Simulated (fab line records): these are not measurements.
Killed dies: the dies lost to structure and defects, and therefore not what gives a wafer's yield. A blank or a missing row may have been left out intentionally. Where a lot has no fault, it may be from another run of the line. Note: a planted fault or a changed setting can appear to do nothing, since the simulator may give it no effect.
fab line records ; flow sky130
record lots=14; wafers=40; last-day=50
route steps=708 shown FIELD_ISO@5 LDD_P@262 PAD_OPEN@708
lots untouched by any fault: they come from a run of this same line in which no faults occurred
start-h: hours from the record's opening day to when the first of the lot's shown wafers began ; wait-h: time in hours since the lot's previous step ; " identical to the entry in the row above ; L1.1+2: several wafers, shown together as one row ; - either no value or no given start ; * or withheld: withheld ; < > ~ a bound
route shown NAME@n: a module of which the file shows steps, and the number in the route of the first ; usual: the fault-free wafers' mean and standard deviation ; same: alike in all rows ; chamber/n: place in a boat ; sites: the reading at each site ; _std_site: their standard deviation ; _edge_site: mean of outer sites minus mean of inner sites ; radius-mm: for every site, how far away it sits from the centre of the wafer ; mask NAME#n: copy n ; behind: tool/chamber where the wafer was last shaped ; hold: what put the lot on hold/how long, in hours/how the hold closed ; device: the n, p or np transistor that did not switch ; end of line: the tests these same wafers got at the end of their route ; a step without rows: its recipe alone ; killed: not the wafer's yield, but the dies lost to structure and defects at the first sort ; map: a wafer's dies, x killed, . not, _ none there
set.NAME: the setting as run; set.NAME@STEP: as run at that earlier step ; model.NAME: the simulator's own value behind a step, which no gauge read
the route's steps for a sample of lots (tables are steps, rows are wafers)
services: the hour from which a tool's chamber was out of use, counted from the record's first day as start-h (under 0 if before that day), plus the number of hours and why
## steps
# step SKY_FIELD_ISO_THK_MEAS_04
# recipe reads=Si3N4_of_FIELD_ISO_CVD_03
# usual FIELD_ISO_CVD_03_THK=165.2/1.7
lot.wafer;tool;chamber;start-h;wait-h;FIELD_ISO_CVD_03_THK[nm]
L999.4;film-metro-02;-;17.21;0.0;162.7
L999.5;film-metro-02;-;17.21;0.0;162.8
L999.6;film-metro-02;-;17.21;0.0;161.9
L101.1;film-metro-02;-;24.37;0.0;164.8
L101.5;film-metro-02;-;24.37;0.0;165.3
L101.6;film-metro-02;-;24.37;0.0;164.5
L102.1;film-metro-01;-;31.65;0.0;169.3
L102.3;film-metro-01;-;31.65;0.0;167.8
L102.5;film-metro-01;-;31.65;0.0;169.3
L103.2;film-metro-01;-;34.68;0.0;166.4
L103.4;film-metro-01;-;34.68;0.0;165.5
L103.5;film-metro-01;-;34.68;0.0;166.0
L104.2;film-metro-04;-;38.50;0.0;168.1
L104.4;film-metro-04;-;38.50;0.0;166.9
L104.5;film-metro-04;-;38.50;0.0;166.5
L105.1;film-metro-04;-;45.12;0.0;164.0
L105.3;film-metro-04;-;45.12;0.0;165.2
L105.5;film-metro-04;-;45.12;0.0;163.2
L108.1;film-metro-02;-;58.48;0.0;165.6
L108.2;film-metro-02;-;58.48;0.0;165.5
L108.3;film-metro-02;-;58.48;0.0;165.7
L109.2;film-metro-04;-;64.37;0.0;164.5
L109.3;film-metro-04;-;64.37;0.0;165.0
L109.6;film-metro-04;-;64.37;0.0;165.3
L110.2;film-metro-01;-;68.49;0.0;164.5
L110.3;film-metro-01;-;68.49;0.0;164.0
L110.4;film-metro-01;-;68.49;0.0;165.7
L111.2;film-metro-02;-;73.64;0.0;165.9
L111.3;film-metro-02;-;73.64;0.0;165.0
L111.4;film-metro-02;-;73.64;0.0;166.0
L112.1;film-metro-02;-;79.51;0.0;166.5
L112.3;film-metro-02;-;79.51;0.0;165.9
L112.6;film-metro-02;-;79.51;0.0;167.1
L113.1;film-metro-01;-;85.21;0.0;166.1
L113.5;film-metro-01;-;85.21;0.0;165.9
L113.6;film-metro-01;-;85.21;0.0;166.3
L119.1;film-metro-04;-;115.27;0.0;164.2
L119.4;film-metro-04;-;115.27;0.0;164.0
L120.4;film-metro-04;-;119.65;0.0;163.1
L120.5;film-metro-04;-;119.65;0.0;163.6
# step SKY_FIELD_ISO_ETCH_17
# recipe target-depth-a=3420; mask-material=Si3N4; chemistry=HBr/Cl2/O2; target=Si; taper-deg=5; icp-w=600; bias-w=150; pressure-mtorr=15; HBr_flow_sccm=150; Cl2_flow_sccm=40; O2_flow_sccm=6; time-s=97.7
# usual drypump-motor-current-A=5.7/0.4; oes-product-au=1.003/0.007; run-length-s=126.0/0.39; throttle-valve-pct=25.654/0.009
lot.wafer;tool;chamber;start-h;wait-h;drypump-motor-current-A;oes-product-au;rf-hours-counter-h;run-length-s;throttle-valve-pct
L999.4;rie-si-02;2;31.38;0.1;5.8;1.007;-;125.6;25.652
L999.5;rie-si-02;3;31.38;0.1;5.2;0.991;-;126.4;25.647
L999.6;rie-si-02;2;31.38;0.1;5.8;1.000;-;126.0;25.658
L101.1;rie-si-02;3;38.77;0.1;5.2;1.014;59;126.5;25.661
L101.5;rie-si-02;1;38.77;0.1;6.1;0.999;-;126.1;25.657
L101.6;rie-si-02;2;38.77;0.1;5.8;1.008;-;125.9;25.631
L102.1;rie-si-01;3;47.19;0.1;6.0;0.997;2;126.5;25.657
L102.3;rie-si-01;1;47.19;0.1;5.0;1.011;0;126.1;25.654
L102.5;rie-si-01;0;47.19;0.1;5.7;0.994;-;126.0;25.640
L103.2;rie-si-02;1;50.60;0.1;6.2;1.004;0;126.2;25.650
L103.4;rie-si-02;1;50.60;0.1;6.1;1.007;-;125.8;25.650
L103.5;rie-si-02;3;50.60;0.1;5.2;1.011;-;126.5;25.657
L104.2;rie-si-02;0;54.54;0.1;5.6;0.995;0;125.8;25.656
L104.4;rie-si-02;3;54.54;0.1;5.2;0.996;60;126.3;25.672
L104.5;rie-si-02;1;54.54;0.1;6.1;1.000;-;126.4;25.652
L105.1;rie-si-01;0;61.00;0.1;5.6;1.010;2;125.4;25.664
L105.3;rie-si-01;3;61.00;0.1;6.0;1.010;2;126.1;25.642
L105.5;rie-si-01;2;61.00;0.1;6.1;0.998;-;126.3;25.661
L108.1;rie-si-02;2;75.10;0.1;5.8;1.009;58;125.5;25.664
L108.2;rie-si-02;3;75.10;0.1;5.3;1.006;60;126.3;25.658
L108.3;rie-si-02;0;75.10;0.1;5.6;1.007;0;125.6;25.662
L109.2;rie-si-02;1;81.02;0.1;6.1;1.005;0;125.9;25.645
L109.3;rie-si-02;0;81.02;0.1;5.6;1.002;0;126.0;25.670
L109.6;rie-si-02;1;81.02;0.1;6.1;1.005;-;125.7;25.663
L110.2;rie-si-01;1;85.55;0.1;4.9;1.016;1;125.7;25.650
L110.3;rie-si-01;2;85.55;0.1;6.1;1.004;88;126.1;25.666
L110.4;rie-si-01;0;85.55;0.1;5.7;1.004;3;125.2;25.664
L111.2;rie-si-02;0;90.59;0.1;5.6;1.003;0;125.6;25.664
L111.3;rie-si-02;2;90.59;0.1;5.9;1.007;58;126.3;25.658
L111.4;rie-si-02;1;90.59;0.1;6.1;0.987;0;126.0;25.660
L112.1;rie-si-01;3;96.84;0.1;6.0;0.993;2;126.4;25.670
L112.3;rie-si-01;1;96.84;0.1;4.9;0.992;1;125.8;25.663
L112.6;rie-si-01;2;96.84;0.1;6.1;1.009;-;126.0;25.658
L113.1;rie-si-01;2;103.25;0.1;6.1;1.005;89;126.0;25.650
L113.5;rie-si-01;2;103.25;0.1;6.1;1.004;-;126.9;25.653
L113.6;rie-si-01;1;103.25;0.1;4.9;1.010;-;126.3;25.637
L119.1;rie-si-02;2;135.04;0.1;5.8;1.007;58;112.0;25.661
L119.4;rie-si-02;3;135.04;0.1;5.2;1.012;60;126.2;25.645
L120.4;rie-si-02;0;139.60;0.0;5.6;1.019;1;125.7;25.631
L120.5;rie-si-02;1;139.60;0.0;6.1;0.998;-;112.7;25.656
# step SKY_FIELD_ISO_THK_MEAS_23
# recipe reads=SiO2_of_FIELD_ISO_OXIDATION_22
# usual FIELD_ISO_OXIDATION_01_THK=10.03/0.18
lot.wafer;tool;chamber;start-h;wait-h;FIELD_ISO_OXIDATION_01_THK[nm]
L999.4;film-metro-02;-;33.24;0.0;9.75
L999.5;film-metro-02;-;33.24;0.0;9.96
L999.6;film-metro-02;-;33.24;0.0;10.14
L101.1;film-metro-01;-;40.35;0.0;9.95
L101.5;film-metro-01;-;40.35;0.0;9.96
L101.6;film-metro-01;-;40.35;0.0;9.88
L102.1;film-metro-01;-;48.71;0.0;9.70
L102.3;film-metro-01;-;48.71;0.0;9.77
L102.5;film-metro-01;-;48.71;0.0;9.57
L103.2;film-metro-02;-;52.81;0.0;9.99
L103.4;film-metro-02;-;52.81;0.0;10.00
L103.5;film-metro-02;-;52.81;0.0;9.88
L104.2;film-metro-01;-;56.09;0.0;9.74
L104.4;film-metro-01;-;56.09;0.0;9.85
L104.5;film-metro-01;-;56.09;0.0;9.83
L105.1;film-metro-01;-;63.60;0.0;9.87
L105.3;film-metro-01;-;63.60;0.0;9.80
L105.5;film-metro-01;-;63.60;0.0;9.95
L108.1;film-metro-02;-;78.26;0.0;10.21
L108.2;film-metro-02;-;78.26;0.0;10.06
L108.3;film-metro-02;-;78.26;0.0;10.10
L109.2;film-metro-04;-;82.54;0.0;10.23
L109.3;film-metro-04;-;82.54;0.0;10.26
L109.6;film-metro-04;-;82.54;0.0;10.26
L110.2;film-metro-02;-;90.54;0.0;9.97
L110.3;film-metro-02;-;90.54;0.0;9.87
L110.4;film-metro-02;-;90.54;0.0;9.95
L111.2;film-metro-01;-;93.84;0.0;10.05
L111.3;film-metro-01;-;93.84;0.0;10.01
L111.4;film-metro-01;-;93.84;0.0;10.30
L112.1;film-metro-04;-;99.50;0.0;9.94
L112.3;film-metro-04;-;99.50;0.0;9.85
L112.6;film-metro-04;-;99.50;0.0;9.83
L113.1;film-metro-04;-;105.95;0.0;9.96
L113.5;film-metro-04;-;105.95;0.0;9.86
L113.6;film-metro-04;-;105.95;0.0;9.81
L119.1;film-metro-01;-;139.57;0.0;10.18
L119.4;film-metro-01;-;139.57;0.0;10.28
L120.4;film-metro-01;-;143.65;0.0;10.30
L120.5;film-metro-01;-;143.65;0.0;10.22
# step SKY_LDD_P_CD_MEAS_07
# recipe target-cd-nm=380
# usual cd-nm=380.0/2.1
lot.wafer;tool;chamber;start-h;wait-h;cd-nm
L999.4;cd-sem-01;-;431.01;0.1;379.3
L999.5;cd-sem-01;-;431.01;0.1;380.8
L999.6;cd-sem-01;-;431.01;0.1;382.1
L101.1;cd-sem-01;-;443.55;0.1;381.3
L101.5;cd-sem-01;-;443.55;0.1;386.3
L101.6;cd-sem-01;-;443.55;0.1;382.3
L102.1;cd-sem-01;-;460.33;0.1;377.8
L102.3;cd-sem-01;-;460.33;0.1;377.8
L102.5;cd-sem-01;-;460.33;0.1;377.6
L103.2;cd-sem-02;-;466.25;0.1;380.4
L103.4;cd-sem-02;-;466.25;0.1;383.0
L103.5;cd-sem-02;-;466.25;0.1;378.7
L104.2;cd-sem-01;-;487.84;0.1;375.9
L104.4;cd-sem-01;-;487.84;0.1;378.6
L104.5;cd-sem-01;-;487.84;0.1;378.3
L105.1;cd-sem-02;-;490.78;0.1;381.4
L105.3;cd-sem-02;-;490.78;0.1;379.4
L105.5;cd-sem-02;-;490.78;0.1;379.6
L108.1;cd-sem-01;-;515.58;0.1;378.9
L108.2;cd-sem-01;-;515.58;0.1;379.9
L108.3;cd-sem-01;-;515.58;0.1;377.5
L109.2;cd-sem-02;-;519.14;0.1;380.2
L109.3;cd-sem-02;-;519.14;0.1;382.9
L109.6;cd-sem-02;-;519.14;0.1;381.6
L110.2;cd-sem-02;-;532.77;0.1;383.4
L110.3;cd-sem-02;-;532.77;0.1;386.0
L110.4;cd-sem-02;-;532.77;0.1;383.5
L111.2;cd-sem-01;-;538.87;0.1;377.0
L111.3;cd-sem-01;-;538.87;0.1;379.7
L111.4;cd-sem-01;-;538.87;0.1;376.5
L112.1;cd-sem-01;-;551.13;0.1;379.8
L112.3;cd-sem-01;-;551.13;0.1;379.4
L112.6;cd-sem-01;-;551.13;0.1;379.7
L113.1;cd-sem-02;-;556.83;0.2;378.1
L113.5;cd-sem-02;-;556.83;0.2;379.7
L113.6;cd-sem-02;-;556.83;0.2;378.5
L119.1;cd-sem-01;-;609.00;0.1;380.0
L119.4;cd-sem-01;-;609.00;0.1;380.3
L120.4;cd-sem-01;-;616.69;0.1;380.2
L120.5;cd-sem-01;-;616.69;0.1;377.6
# step SKY_PAD_OPEN_PROBE_99
# usual killed_at_M0_to_M3=42/7.3; killed_at_M4_up=3.2/1.8; killed-at-contacts=25/5.2; killed-at-front-end=15/4.6; killed-at-other=0.3/0.62; killed-dies=85/9.9; killed-open=46/7.1; killed-short=38/5.7
# same gross-dies=492; killed-at-back-side=0
lot.wafer;tool;chamber;start-h;wait-h;killed_at_M0_to_M3;killed_at_M4_up;killed-at-contacts;killed-at-front-end;killed-at-other;killed-dies;killed-open;killed-short
L999.4;prober-01;-;1073.87;0.2;40;1;25;20;0;86;43;43
L999.5;prober-01;-;1073.92;0.2;47;1;30;16;0;94;51;43
L999.6;prober-01;-;1073.97;0.2;41;1;28;19;0;89;49;40
L102.1;prober-01;-;1095.04;0.1;49;2;36;18;0;105;58;47
L102.3;prober-01;-;1095.14;0.2;46;4;38;18;0;106;61;44
L102.5;prober-01;-;1095.24;0.2;30;2;24;24;0;80;44;33
L103.2;prober-02;-;1096.09;0.1;54;0;19;15;0;88;44;44
L103.4;prober-02;-;1096.19;0.2;49;3;25;13;2;92;49;41
L103.5;prober-02;-;1096.24;0.2;48;4;24;7;2;85;36;47
L108.1;prober-01;-;1132.22;0.1;44;6;28;21;0;99;56;43
L108.2;prober-01;-;1132.27;0.1;43;4;29;14;0;90;47;43
L108.3;prober-01;-;1132.32;0.2;42;3;29;9;0;83;34;49
L109.2;prober-02;-;1133.51;0.1;46;3;27;7;0;83;42;41
L109.3;prober-02;-;1133.56;0.2;54;5;24;9;1;93;48;45
L109.6;prober-02;-;1133.71;0.2;50;4;20;9;0;83;55;28
L110.2;prober-01;-;1140.53;0.1;43;2;27;21;0;93;49;44
L110.3;prober-01;-;1140.58;0.2;40;3;31;18;0;92;56;36
L110.4;prober-01;-;1140.63;0.2;48;4;22;13;1;88;45;43
L111.2;prober-02;-;1143.04;0.1;40;4;28;12;0;84;47;37
L111.3;prober-02;-;1143.09;0.2;32;4;26;12;0;74;34;40
L111.4;prober-02;-;1143.14;0.2;28;7;23;13;2;73;38;35
L113.1;prober-02;-;1154.92;0.1;38;3;15;14;0;70;40;30
L113.5;prober-02;-;1155.12;0.2;44;3;26;9;0;82;44;38
L113.6;prober-02;-;1155.17;0.2;42;3;25;4;0;74;32;42
# killed by level:class
L999.4 METAL2:geometric-particle:short=9 LI_CONTACT:geometric-particle:open=8 CONTACT:geometric-particle:open=8 VIA3:geometric-particle:short=7 VIA1:geometric-particle:open=6 FIELD_ISO:geometric-particle:open=5 POLY_GATE:geometric-particle:short=5 METAL1:geometric-particle:short=4
L999.5 CONTACT:geometric-particle:open=15 VIA1:geometric-particle:open=12 POLY_GATE:geometric-particle:short=6 METAL2:geometric-particle:short=6 CONTACT:geometric-particle:short=5 METAL1:geometric-particle:short=5 VIA2:geometric-particle:open=5 VIA3:geometric-particle:open=5
L999.6 LI_CONTACT:geometric-particle:open=9 CONTACT:geometric-particle:open=9 VIA2:geometric-particle:open=7 FIELD_ISO:geometric-particle:short=6 VIA1:geometric-particle:open=6 VIA3:geometric-particle:open=6 LOCAL_INTERCONNECT:geometric-particle:short=5 VIA3:geometric-particle:short=5
L102.1 CONTACT:geometric-particle:open=11 VIA2:geometric-particle:open=9 LI_CONTACT:geometric-particle:open=8 CONTACT:geometric-particle:short=8 VIA3:geometric-particle:open=8 METAL2:geometric-particle:short=8 VIA1:geometric-particle:open=7 VIA2:geometric-particle:short=7
L102.3 LI_CONTACT:geometric-particle:open=15 VIA1:geometric-particle:open=13 CONTACT:geometric-particle:open=10 VIA2:geometric-particle:open=8 FIELD_ISO:geometric-particle:short=6 METAL1:geometric-particle:short=5 LI_CONTACT:geometric-particle:short=4 LOCAL_INTERCONNECT:geometric-particle:short=4
L102.5 CONTACT:geometric-particle:open=11 VIA1:geometric-particle:open=7 POLY_GATE:geometric-particle:short=6 LI_CONTACT:geometric-particle:open=6 VIA3:geometric-particle:open=5 CONTACT:geometric-particle:short=5 VIA2:geometric-particle:open=5 FIELD_ISO:geometric-particle:short=4
L103.2 CONTACT:geometric-particle:open=12 VIA1:geometric-particle:open=11 METAL1:geometric-particle:short=8 VIA1:geometric-particle:short=8 FIELD_ISO:geometric-particle:short=6 VIA3:geometric-particle:open=6 VIA3:geometric-particle:short=4 VIA2:geometric-particle:short=4
L103.4 VIA1:geometric-particle:open=12 VIA2:geometric-particle:open=11 LI_CONTACT:geometric-particle:open=7 CONTACT:geometric-particle:open=7 METAL2:geometric-particle:short=6 LOCAL_INTERCONNECT:geometric-particle:short=5 VIA1:geometric-particle:short=5 FIELD_ISO:geometric-particle:open=4
L103.5 METAL2:geometric-particle:short=8 LI_CONTACT:geometric-particle:open=7 METAL1:geometric-particle:short=7 VIA1:geometric-particle:short=6 VIA1:geometric-particle:open=6 LOCAL_INTERCONNECT:geometric-particle:short=5 CONTACT:geometric-particle:open=5 VIA3:geometric-particle:open=5
L108.1 VIA1:geometric-particle:open=13 CONTACT:geometric-particle:open=9 METAL1:geometric-particle:short=8 FIELD_ISO:geometric-particle:open=6 LI_CONTACT:geometric-particle:open=6 VIA2:geometric-particle:open=6 POLY_GATE:geometric-particle:short=5 VIA3:geometric-particle:open=5
L108.2 LI_CONTACT:geometric-particle:open=9 CONTACT:geometric-particle:open=9 VIA2:geometric-particle:open=8 VIA2:geometric-particle:short=7 VIA3:geometric-particle:open=7 VIA1:geometric-particle:short=6 POLY_GATE:geometric-particle:open=6 LOCAL_INTERCONNECT:geometric-particle:short=6
L108.3 VIA1:geometric-particle:open=11 CONTACT:geometric-particle:open=10 LOCAL_INTERCONNECT:geometric-particle:short=8 METAL2:geometric-particle:short=8 CONTACT:geometric-particle:short=7 METAL1:geometric-particle:short=6 VIA1:geometric-particle:short=5 VIA2:geometric-particle:open=5
L109.2 CONTACT:geometric-particle:open=14 VIA1:geometric-particle:open=9 VIA1:geometric-particle:short=7 METAL1:geometric-particle:short=6 LI_CONTACT:geometric-particle:open=5 LOCAL_INTERCONNECT:geometric-particle:short=5 VIA3:geometric-particle:open=5 METAL2:geometric-particle:short=4
L109.3 VIA1:geometric-particle:open=15 METAL1:geometric-particle:short=9 LI_CONTACT:geometric-particle:open=7 LI_CONTACT:geometric-particle:short=6 CONTACT:geometric-particle:open=5 VIA1:geometric-particle:short=5 VIA3:geometric-particle:short=4 VIA2:geometric-particle:short=4
L109.6 VIA1:geometric-particle:open=19 CONTACT:geometric-particle:open=7 VIA3:geometric-particle:open=7 POLY_GATE:geometric-particle:open=5 VIA2:geometric-particle:open=5 LI_CONTACT:geometric-particle:open=4 LOCAL_INTERCONNECT:geometric-particle:short=3 METAL1:geometric-particle:short=3
L110.2 VIA1:geometric-particle:open=10 CONTACT:geometric-particle:open=9 FIELD_ISO:geometric-particle:open=7 VIA2:geometric-particle:open=7 LI_CONTACT:geometric-particle:open=6 LOCAL_INTERCONNECT:geometric-particle:short=6 METAL1:geometric-particle:short=6 FIELD_ISO:geometric-particle:short=5
L110.3 VIA1:geometric-particle:open=14 LI_CONTACT:geometric-particle:open=9 CONTACT:geometric-particle:open=9 CONTACT:geometric-particle:short=6 METAL1:geometric-particle:short=5 FIELD_ISO:geometric-particle:open=4 VIA1:geometric-particle:short=4 POLY_GATE:geometric-particle:short=4
L110.4 VIA1:geometric-particle:open=11 LI_CONTACT:geometric-particle:open=9 CONTACT:geometric-particle:short=6 METAL1:geometric-particle:short=6 METAL2:geometric-particle:short=6 VIA2:geometric-particle:open=6 POLY_GATE:geometric-particle:open=4 VIA3:geometric-particle:open=4
L111.2 LI_CONTACT:geometric-particle:open=10 CONTACT:geometric-particle:open=10 METAL1:geometric-particle:short=7 VIA2:geometric-particle:open=7 VIA3:geometric-particle:open=6 FIELD_ISO:geometric-particle:open=5 VIA2:geometric-particle:short=5 METAL2:geometric-particle:short=4
L111.3 VIA3:geometric-particle:open=8 LI_CONTACT:geometric-particle:open=8 METAL2:geometric-particle:short=6 CONTACT:geometric-particle:short=5 CONTACT:geometric-particle:open=5 VIA2:geometric-particle:short=5 FIELD_ISO:geometric-particle:short=4 LI_CONTACT:geometric-particle:short=4
L111.4 CONTACT:geometric-particle:open=10 LI_CONTACT:geometric-particle:open=8 VIA3:geometric-particle:open=7 VIA1:geometric-particle:open=6 METAL2:geometric-particle:short=6 METAL4:geometric-particle:short=6 POLY_GATE:geometric-particle:short=5 FIELD_ISO:geometric-particle:short=4
L113.1 VIA1:geometric-particle:open=14 CONTACT:geometric-particle:open=6 METAL1:geometric-particle:short=6 POLY_GATE:geometric-particle:open=4 CONTACT:geometric-particle:short=4 VIA2:geometric-particle:short=4 VIA3:geometric-particle:open=4 POLY_GATE:geometric-particle:short=3
L113.5 VIA1:geometric-particle:open=12 CONTACT:geometric-particle:short=7 CONTACT:geometric-particle:open=7 METAL1:geometric-particle:short=6 VIA2:geometric-particle:open=6 LI_CONTACT:geometric-particle:open=5 METAL3:geometric-particle:short=5 VIA3:geometric-particle:open=5
L113.6 VIA1:geometric-particle:open=9 LI_CONTACT:geometric-particle:short=8 METAL1:geometric-particle:short=7 CONTACT:geometric-particle:open=7 LI_CONTACT:geometric-particle:open=6 METAL2:geometric-particle:short=6 VIA2:geometric-particle:open=5 METAL3:geometric-particle:short=4
## services
tool;chamber;start-h;hours;kind
rie-si-02;0;28.89;3.2;repair
rie-si-02;0;36.98;-;clean
rie-si-02;0;36.98;16.9;scheduled-down
rie-si-02;0;36.98;16.9;vent-cycle
rie-si-01;2;43.01;8.7;repair
rie-si-01;3;64.17;2.6;repair
## key
first-sign step=SKY_FIELD_ISO_ETCH_17; reading=run-length-s; direction=down; sigmas=35; usual=*; struck=*
effect none on later readings
met-at SKY_FIELD_ISO_ETCH_17
struck-lots L119,L120
struck-wafers L119.1,L120.5
tester-left-out L119,L120
not-acting-at SKY_FIELD_ISO_THK_MEAS_04,SKY_FIELD_ISO_THK_MEAS_23,SKY_LDD_P_CD_MEAS_07
onset-between 90.59 135.04
fault kind=process-parameter-drift; tool=rie-si-02; chamber=-; onset-h=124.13; steps=SKY_FIELD_ISO_ETCH_17; channel=time-s; offset=*; shape=step; end-h=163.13; scope=struck-wafers-only; acts-in=*; stated=*
# tester-left-out: of these lots the tester's yield and bins aren't shown, on N5 and GAA mostly nor the transistor test; their killed dies are dies lost to structure and defects alone, not to doping, threshold or leakage, so they don't give the yield
